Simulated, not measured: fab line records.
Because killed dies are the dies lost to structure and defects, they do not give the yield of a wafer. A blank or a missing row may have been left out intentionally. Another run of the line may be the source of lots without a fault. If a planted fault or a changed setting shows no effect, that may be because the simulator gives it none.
fab line records	flow sky130
record: lots: 7	wafers: 19	lastDay: 50
route steps=708 shown CONTACT@418 METAL1@434 PAD_OPEN@708
lots that met no fault: from a run of the same line without faults
startH: start of the lot's first displayed wafer, in hours after the record's first day	waitH: hours from the lot's prior step to this one	" as in the row above	L1.1+2: several wafers, shown together as one row	- either no value or no given start	* or withheld: withheld	< > ~ a bound
route shown NAME@n: names a module that has steps shown in the file, with the first one's number in the route	usual: mean/standard deviation of fault-free wafers	same: alike in all rows	chamber/n: place in a boat	sites: the reading at each site	_std_site: how widely they spread, as a standard deviation	_edge_site: the outer-site mean with the inner-site mean subtracted	radiusMm: for every site, how far away it sits from the centre of the wafer	mask NAME#n: copy n	behind: tool/chamber where the wafer was last shaped	hold: why the lot was held/for how many hours/how that ended	device: names the non-switching transistor (n, p or np)	end of line: the route-end tests of the same wafers	for a step that has no rows: nothing shown but its recipe	killed: dies that structure and defects cost at the first sort, which is not the same as the wafer's yield	map: a wafer's dies, marking killed ones x, the rest . and places with no die _
set.NAME: the run value of the setting; set.NAME@STEP: its run value at that earlier step	model.NAME: the simulator's own value behind a step, which no gauge read
lots seen at some steps along the route; tables by step, rows by wafer
services: the hour from which a tool's chamber was out of use, counted from the record's first day as startH (under 0 if before that day), plus the number of hours and why
== steps ==
step: SKY_CONTACT_PEB_12
recipe: pebTempC: withheld	pebTimeS: withheld	resist: KrF-thick
step: SKY_CONTACT_DEVELOP_13
recipe: developTimeS: 60	resist: KrF-thick	devTempC: 21
step: SKY_CONTACT_CD_MEAS_14
recipe: targetCdNm: 170
usual: cdNm: 170.4/1.7
lot.wafer	tool	chamber	startH	waitH	cdNm
L375.2	cdSem-02	-	805.75	-	171.1
L375.4	"	-	"	"	170.3
L375.6	"	-	"	"	171.9
L376.2	cdSem-01	-	813.45	-	171.1
L376.3	"	-	"	"	172.4
L376.4	"	-	"	"	172.2
L382.2	cdSem-01	-	858.55	-	173.0
L382.5	"	-	"	"	171.1
L382.6	"	-	"	"	171.1
L383.4	cdSem-01	-	869.09	-	168.8
L383.6	"	-	"	"	168.9
L385.1	cdSem-01	-	882.95	-	169.3
L385.6	"	-	"	"	170.2
L388.1	cdSem-02	-	905.39	-	169.2
L388.3	"	-	"	"	168.4
L388.5	"	-	"	"	169.0
L389.2	cdSem-02	-	916.31	-	174.5
L389.3	"	-	"	"	173.0
L389.6	"	-	"	"	172.6
step: SKY_CONTACT_OVL_MEAS_15
usual: CONTACT_OVL: 0/5.4
lot.wafer	tool	chamber	startH	waitH	CONTACT_OVL[nm]
L375.2	overlay-02	-	805.86	0.1	1
L375.4	"	-	"	"	4
L375.6	"	-	"	"	4
L376.2	overlay-01	-	813.56	0.1	0
L376.3	"	-	"	"	4
L376.4	"	-	"	"	8
L382.2	overlay-02	-	858.66	0.1	2
L382.5	"	-	"	"	8
L382.6	"	-	"	"	-3
L383.4	overlay-02	-	869.17	0.1	-5
L383.6	"	-	"	"	3
L385.1	overlay-02	-	883.07	0.1	0
L385.6	"	-	"	"	-1
L388.1	overlay-02	-	905.51	0.1	1
L388.3	"	-	"	"	0
L388.5	"	-	"	"	-7
L389.2	overlay-02	-	916.42	0.1	13
L389.3	"	-	"	"	4
L389.6	"	-	"	"	12
step: SKY_CONTACT_ETCH_16
recipe: chemistry: N2/H2	target: BARC	ionEnergyEv: 200	sourceW: 500	biasW: 100	pressureMtorr: 30	n2FlowSccm: 100	h2FlowSccm: 200	stopOn: SiO2	timeS: 45.9	targetDepthA: 600
usual: biasW: 100.0/0.3	chamberPressureMTorr: 30.003/0.026	drypumpMotorCurrentA: 5.6/0.52	oesProductAu: 0.854/0.0048	throttleValvePct: 13.223/0.01
lot.wafer	tool	chamber	startH	waitH	biasW	chamberPressureMTorr	drypumpMotorCurrentA	oesProductAu	rfHoursCounterH	throttleValvePct
L375.2	rieDiel-02	0	805.89	0.0	100.2	30.001	5.5	0.856	7	13.204
L375.4	"	2	"	"	100.0	30.051	5.7	0.853	16	13.238
L375.6	"	3	"	"	99.8	29.994	6.2	0.855	-	13.228
L376.2	rieDiel-01	0	813.59	0.0	99.7	30.034	4.9	0.848	21	13.235
L376.3	"	3	"	"	100.2	29.999	5.8	0.855	8	13.224
L376.4	"	1	"	"	99.7	29.981	6.4	0.854	24	13.222
L382.2	rieDiel-03	0	858.69	0.0	100.0	30.033	6.1	0.853	10	13.224
L382.5	"	3	"	"	100.2	29.960	4.8	0.852	-	13.228
L382.6	"	0	"	"	100.3	30.024	6.1	0.855	-	13.224
L383.4	rieDiel-01	1	869.19	0.0	100.2	30.008	6.4	0.851	26	13.212
L383.6	"	0	"	"	100.2	30.024	4.9	0.858	-	13.214
L385.1	rieDiel-01	0	883.11	0.0	100.0	30.035	4.9	0.842	24	13.226
L385.6	"	3	"	"	100.0	29.982	5.8	0.855	-	13.237
L388.1	rieDiel-01	2	905.55	0.0	99.9	30.037	4.8	0.844	24	13.238
L388.3	"	1	"	"	100.1	29.985	6.4	0.845	28	13.209
L388.5	"	0	"	"	100.6	29.997	4.9	0.853	-	13.241
L389.2	rieDiel-02	1	916.45	0.0	100.3	30.051	5.3	0.858	13	13.212
L389.3	"	3	"	"	99.7	29.984	6.2	0.850	5	13.226
L389.6	"	3	"	"	99.6	30.002	6.2	0.858	-	13.222
step: SKY_CONTACT_ETCH_17
recipe: target: SiO2	chemistry: C4F8/O2/Ar	stopOn: Si3N4	maskMaterial: KrF-thick	sourceW: 1500	biasW: 1200	pressureMtorr: 40	c4f8FlowSccm: withheld	O2_flow_sccm: 6	Ar_flow_sccm: 300	timeS: withheld	targetDepthA: 3400
usual: biasW: 1200/3.4	chamberPressureMTorr: 40.00/0.032	oesProductAu: 0.892/0.0048
lot.wafer	tool	chamber	startH	waitH	biasW	chamberPressureMTorr	oesProductAu
L375.2	rieDiel-02	0	805.93	0.0	1197	39.97	0.890
L375.4	"	2	"	"	1195	39.94	0.894
L375.6	"	3	"	"	1202	40.01	0.898
L376.2	rieDiel-01	0	813.63	0.0	1199	40.00	0.897
L376.3	"	3	"	"	1200	39.97	0.887
L376.4	"	1	"	"	1199	39.98	0.896
L382.2	rieDiel-03	0	858.73	0.0	1195	40.08	0.894
L382.5	"	3	"	"	1205	39.96	0.887
L382.6	"	0	"	"	1202	39.99	0.902
L383.4	rieDiel-01	1	869.23	0.0	1204	39.99	0.890
L383.6	"	0	"	"	1197	39.98	0.894
L385.1	rieDiel-01	0	883.15	0.0	1206	39.99	0.895
L385.6	"	3	"	"	1201	39.93	0.897
L388.1	rieDiel-01	2	905.59	0.0	1205	39.94	0.897
L388.3	"	1	"	"	1194	40.02	0.885
L388.5	"	0	"	"	1200	40.03	0.888
L389.2	rieDiel-02	1	916.49	0.0	1198	40.01	0.897
L389.3	"	3	"	"	1206	40.07	0.894
L389.6	"	3	"	"	1198	40.00	0.893
step: SKY_CONTACT_ETCH_18
recipe: target: Si3N4	chemistry: CHF3/O2	stopOn: TiN	sourceW: 600	biasW: 200	pressureMtorr: 40	chf3FlowSccm: 50	O2_flow_sccm: 5	timeS: 39	targetDepthA: 750
usual: biasW: 200.0/0.56	chamberPressureMTorr: 40.00/0.034	drypumpMotorCurrentA: 5.6/0.52	oesProductAu: 0.854/0.0073	throttleValvePct: 8.795/0.0096
lot.wafer	tool	chamber	startH	waitH	biasW	chamberPressureMTorr	drypumpMotorCurrentA	oesProductAu	rfHoursCounterH	throttleValvePct
L375.2	rieDiel-02	0	-	-	200.4	39.98	5.5	0.852	7	8.778
L375.4	"	2	"	"	199.0	39.97	5.7	0.862	16	8.803
L375.6	"	3	"	"	199.5	40.01	6.1	0.858	-	8.797
L376.2	rieDiel-01	0	-	-	200.3	40.01	4.9	0.851	21	8.796
L376.3	"	3	"	"	199.1	39.99	5.8	0.849	8	8.807
L376.4	"	1	"	"	200.4	39.99	6.4	0.862	24	8.796
L382.2	rieDiel-03	0	-	-	201.0	39.97	6.1	0.844	10	8.798
L382.5	"	3	"	"	199.8	40.01	4.8	0.855	-	8.803
L382.6	"	0	"	"	200.8	39.99	6.1	0.854	-	8.791
L383.4	rieDiel-01	1	-	-	200.1	40.01	6.4	0.844	27	8.785
L383.6	"	0	"	"	199.8	40.02	4.9	0.859	-	8.793
L385.1	rieDiel-01	0	-	-	199.7	39.98	4.9	0.853	24	8.795
L385.6	"	3	"	"	200.5	39.97	5.8	0.847	-	8.807
L388.1	rieDiel-01	2	-	-	199.4	39.96	4.7	0.847	24	8.796
L388.3	"	1	"	"	200.5	40.05	6.4	0.852	28	8.784
L388.5	"	0	"	"	200.9	39.99	4.9	0.856	-	8.792
L389.2	rieDiel-02	1	-	-	198.7	40.01	5.2	0.847	13	8.792
L389.3	"	3	"	"	200.6	40.07	6.1	0.847	6	8.787
L389.6	"	3	"	"	200.3	40.05	6.1	0.858	-	8.804
step: SKY_CONTACT_STRIP_19
recipe: chemistry: O2/N2	powerW: 1400	pressureMtorr: 1500	platenTempC: withheld	o2FlowSccm: 3000	n2FlowSccm: 300	overashFraction: 0.5
usual: chamberPressureMTorr: 1500/3.2	drypumpMotorCurrentA: 5.4/0.42	oesProductAu: 0.381/0.0041	stripTimeToEndpointS: 3.613/0.024
lot.wafer	tool	chamber	startH	waitH	chamberPressureMTorr	drypumpMotorCurrentA	oesProductAu	rfHoursCounterH	stripTimeToEndpointS
L375.2	plasmaAsher-04	0	806.02	-	1499	5.2	0.387	95	3.620
L375.4	"	1	"	"	1500	5.1	0.375	-	3.577
L375.6	"	0	"	"	1499	5.2	0.375	-	3.599
L376.2	plasmaAsher-01	0	813.72	-	1502	5.2	0.378	66	3.626
L376.3	"	0	"	"	1500	5.2	0.373	-	3.619
L376.4	"	1	"	"	1500	5.3	0.387	-	3.628
L382.2	plasmaAsher-01	1	858.82	-	1498	5.3	0.382	71	3.581
L382.5	"	1	"	"	1500	5.3	0.378	-	3.582
L382.6	"	0	"	"	1499	5.2	0.379	-	3.597
L383.4	plasmaAsher-04	1	869.35	-	1498	5.1	0.382	-	3.635
L383.6	"	1	"	"	1501	5.1	0.382	-	3.616
L385.1	plasmaAsher-01	0	883.24	-	1500	5.2	0.381	74	3.630
L385.6	"	0	"	"	1500	5.2	0.378	-	3.628
L388.1	plasmaAsher-01	0	905.68	-	1499	5.2	0.381	75	3.600
L388.3	"	0	"	"	1499	5.2	0.388	-	3.610
L388.5	"	1	"	"	1499	5.3	0.381	-	3.637
L389.2	plasmaAsher-04	0	916.58	-	1497	5.2	0.384	106	3.681
L389.3	"	0	"	"	1500	5.2	0.387	-	3.648
L389.6	"	0	"	"	1500	5.2	0.381	-	3.654
step: SKY_CONTACT_STRIP_20
recipe: chemistry: postEtchResidueRemover	timeS: 1200	tempC: 72.5
step: SKY_CONTACT_CLEAN_21
recipe: chemistry: IPA	timeS: 180	tempC: 25
step: SKY_CONTACT_CLEAN_22
recipe: chemistry: O3/DIW	dry: n2Spin
step: SKY_CONTACT_SPUTTER_23
recipe: material: TiN	targetThkNm: 20	chamberPressurePa: 5	powerW: 4000	timeS: 80
step: SKY_CONTACT_CVD_24
recipe: material: W	targetThkNm: 340	timeS: 102.12	tempC: 400	pressureTorr: 40
usual: heaterPowerW: 846/76
lot.wafer	tool	chamber	startH	waitH	heaterPowerW	model.W_of_CONTACT_CVD_24.thkNm
L375.2	cvdW-01	1	806.68	0.0	964	338.2
L375.4	"	0	"	"	780	346.4
L375.6	"	1	"	"	984	339
L376.2	cvdW-02	0	814.38	0.0	758	340.7
L376.3	"	0	"	"	794	338.7
L376.4	"	1	"	"	768	340.5
L382.2	cvdW-01	0	859.52	0.0	824	356.9
L382.5	"	0	"	"	799	355
L382.6	"	1	"	"	945	289
L383.4	cvdW-01	0	870.02	0.1	805	355.5
L383.6	"	0	"	"	817	289.4
L385.1	cvdW-01	1	883.90	0.0	945	279.6
L385.6	"	1	"	"	968	279
L388.1	cvdW-02	1	906.36	0.0	798	343.4
L388.3	"	0	"	"	794	342.9
L388.5	"	0	"	"	801	346.7
L389.2	cvdW-02	1	917.24	0.0	789	341.3
L389.3	"	1	"	"	791	338.7
L389.6	"	0	"	"	793	341.6
step: SKY_CONTACT_RS_MEAS_25
recipe: thkMeasGauge: four-point-probe	reads: W_of_CONTACT_CVD_24+TiN_of_CONTACT_SPUTTER_23
usual: CONTACT_W_RS: 0.333/0.0063
lot.wafer	tool	chamber	startH	waitH	CONTACT_W_RS[ohm/sq]
L375.2	filmMetro-04	-	806.81	0.1	0.339
L375.4	"	-	"	"	0.332
L375.6	"	-	"	"	0.339
L376.2	filmMetro-02	-	814.51	0.1	0.338
L376.3	"	-	"	"	0.339
L376.4	"	-	"	"	0.337
L382.2	filmMetro-04	-	859.65	0.1	0.322
L382.5	"	-	"	"	0.323
L382.6	"	-	"	"	0.399
L383.4	filmMetro-01	-	870.15	0.1	0.323
L383.6	"	-	"	"	0.397
L385.1	filmMetro-01	-	884.01	0.1	0.410
L385.6	"	-	"	"	0.412
L388.1	filmMetro-02	-	906.47	0.1	0.334
L388.3	"	-	"	"	0.336
L388.5	"	-	"	"	0.331
L389.2	filmMetro-02	-	917.37	0.1	0.336
L389.3	"	-	"	"	0.339
L389.6	"	-	"	"	0.336
step: SKY_CONTACT_THK_MEAS_26
recipe: thkMeasGauge: xrf	reads: W_of_CONTACT_CVD_24
usual: CONTACT_W_THK: 352/7.5
lot.wafer	tool	chamber	startH	waitH	CONTACT_W_THK[nm]
L375.2	filmMetro-04	-	806.92	0.1	340
L375.4	"	-	"	"	352
L375.6	"	-	"	"	343
L376.2	filmMetro-02	-	814.62	0.1	350
L376.3	"	-	"	"	347
L376.4	"	-	"	"	348
L382.2	filmMetro-04	-	859.76	0.1	361
L382.5	"	-	"	"	359
L382.6	"	-	"	"	293
L383.4	filmMetro-01	-	870.24	0.1	360
L383.6	"	-	"	"	293
L385.1	filmMetro-01	-	884.13	0.1	284
L385.6	"	-	"	"	282
L388.1	filmMetro-02	-	906.59	0.1	353
L388.3	"	-	"	"	353
L388.5	"	-	"	"	356
L389.2	filmMetro-02	-	917.48	0.1	348
L389.3	"	-	"	"	346
L389.6	"	-	"	"	347
step: SKY_CONTACT_CMP_27
recipe: stopOn: SiO2	tOverpolishS: 15	downForcePsi: 3.5	platenRpm: 60	targetThkNm: 0	padVelocityMS: 0.94248
usual: motorCurrentA: 10.7/1	slurryFlowMlMin: 150.0/0.46	timeToEndpointS: 83/3.5
lot.wafer	tool	chamber	startH	waitH	motorCurrentA	slurryFlowMlMin	timeToEndpointS
L375.4	cmp-01	3	807.07	0.1	12.6	149.8	80
L375.2	"	0	"	"	10.9	150.1	76
L375.6	"	2	"	"	10.6	150.3	77
L376.4	cmp-02	3	814.67	0.0	11.5	148.9	80
L376.2	"	1	"	"	11.6	149.2	84
L376.3	"	2	"	"	10.4	150.2	85
L382.2	cmp-01	0	859.81	0.0	10.7	150.0	80
L382.5	"	0	"	"	9.3	150.0	82
L382.6	"	1	"	"	9.1	149.6	67
L383.4	cmp-02	2	870.42	0.2	10.5	149.5	87
L383.6	"	0	"	"	9.9	150.4	72
L385.1	cmp-02	3	884.24	0.1	11.4	150.1	67
L385.6	"	2	"	"	10.4	149.4	68
L388.1	cmp-01	0	906.70	0.1	9.9	150.0	87
L388.3	"	2	"	"	10.0	150.3	89
L388.5	"	0	"	"	10.1	149.7	84
L389.2	cmp-02	1	917.63	0.1	11.9	150.0	89
L389.3	"	2	"	"	11.0	150.5	87
L389.6	"	0	"	"	9.8	149.1	88
step: SKY_METAL1_SPUTTER_00
recipe: material: Ti	targetThkNm: 15	powerW: 3000	timeS: 10	chamberPressurePa: 0.4
usual: chamberPressurePa: 0.4000/0.00074	throttleValvePct: 29.9/0.96
lot.wafer	tool	chamber	startH	waitH	chamberPressurePa	throttleValvePct
L375.2	pvdSputter-04	-	807.27	0.1	0.3999	31.1
L375.4	"	-	"	"	0.4001	28.8
L375.6	"	-	"	"	0.4005	30.5
L376.2	pvdSputter-04	-	814.97	0.1	0.4001	30.6
L376.3	"	-	"	"	0.3991	28.5
L376.4	"	-	"	"	0.3988	30.8
L382.2	pvdSputter-04	-	860.11	0.2	0.4000	31.4
L382.5	"	-	"	"	0.3983	30.7
L382.6	"	-	"	"	0.4015	31.0
L383.4	pvdSputter-03	-	870.57	0.1	0.4002	29.6
L383.6	"	-	"	"	0.4006	29.7
L385.1	pvdSputter-03	-	884.49	0.2	0.4004	29.6
L385.6	"	-	"	"	0.4006	29.9
L388.1	pvdSputter-04	-	906.95	0.2	0.4003	31.2
L388.3	"	-	"	"	0.3998	30.6
L388.5	"	-	"	"	0.4010	28.7
L389.2	pvdSputter-03	-	917.83	0.1	0.4002	29.8
L389.3	"	-	"	"	0.3996	29.7
L389.6	"	-	"	"	0.3992	29.4
step: SKY_PAD_OPEN_PROBE_99
usual: killed_at_M0_to_M3: 44/7	killed_at_M4_up: 3.2/1.8	killedAtContacts: 24/5.1	killedAtFrontEnd: 15/4.3	killedAtOther: 0.3/0.5	killedDies: 86/9.6	killedOpen: 48/7.1	killedShort: 38/6.7
same: grossDies: 492	killedAtBackSide: 0
lot.wafer	tool	chamber	startH	waitH	killed_at_M0_to_M3	killed_at_M4_up	killedAtContacts	killedAtFrontEnd	killedAtOther	killedDies	killedOpen	killedShort
L375.6	prober-02	-	1128.91	0.2	64	3	22	14	0	103	58	44
killed by level:class
L375.6 VIA1:geometricParticle:open=16 METAL1:geometricParticle:short=13 VIA2:geometricParticle:open=10 CONTACT:geometricParticle:open=9 METAL3:geometricParticle:short=7 VIA3:geometricParticle:open=7 LI_CONTACT:geometricParticle:open=5 FIELD_ISO:geometricParticle:short=4
== services ==
tool	chamber	startH	hours	kind
rieDiel-02	-	784.98	0.4	repair
rieDiel-02	-	788.67	2.8	pm
cmp-01	-	793.64	0.8	repair
cvdW-02	-	808.55	2.8	pm
pvdSputter-04	-	810.55	0.9	repair
cmp-02	-	812.36	0.7	repair
cmp-02	-	813.61	0.7	repair
rieDiel-03	1	814.68	3.0	repair
cmp-02	-	818.84	4.5	repair
rieDiel-01	3	820.67	13.5	repair
rieDiel-03	3	828.33	6.8	repair
cmp-02	-	829.30	10.2	pm
cmp-02	-	840.83	2.5	repair
rieDiel-03	1	849.83	11.1	repair
cmp-01	-	855.69	1.4	repair
cmp-02	-	863.40	0.8	repair
plasmaAsher-01	-	893.25	1.5	repair
plasmaAsher-01	-	899.03	1.9	repair
cvdW-01	-	901.25	0.4	repair
cvdW-01	-	904.00	14.0	pm
plasmaAsher-01	-	906.18	2.8	pm
rieDiel-01	2	906.71	1.4	repair
cmp-02	-	909.80	1.5	repair
cmp-02	-	912.11	4.0	pm
== key ==
firstSign: step: SKY_CONTACT_RS_MEAS_25	reading: CONTACT_W_RS	direction: up	sigmas: 11	usual: 0.333	struck: 0.404
effect: step: SKY_CONTACT_THK_MEAS_26	reading: CONTACT_W_THK	direction: down	sigmas: 8.5	usual: 352	struck: 288
effect: step: SKY_CONTACT_CMP_27	reading: timeToEndpointS	direction: down	sigmas: 4.2	usual: *	struck: *
modelEffect: step: SKY_CONTACT_CVD_24	value: W_of_CONTACT_CVD_24.thkNm	without: 343.7	struck: 284.3
metAt SKY_CONTACT_CVD_24
struckWafers L382.6,L383.6,L385.1,L385.6
sortLeftOut L383.6
testerLeftOut L382,L383,L385
onsetBetween 806.68 859.52
fault: kind: processParameterDrift	tool: cvdW-01	chamber: -	onsetH: 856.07	steps: SKY_CONTACT_CVD_24	channel: targetThkNm	offset: -59.113	shape: step	endH: 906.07	scope: struckWafersOnly	actsIn: theseRecipesOnly	stated: 340
testerLeftOut: of these lots the tester's yield and bins aren't shown, on N5 and GAA mostly nor the transistor test; their killed dies are dies lost to structure and defects alone, not to doping, threshold or leakage, so they don't give the yield
sortLeftOut: the simulated sort isn't trusted on such a fault, so these wafers' sort isn't shown, and their yield isn't known
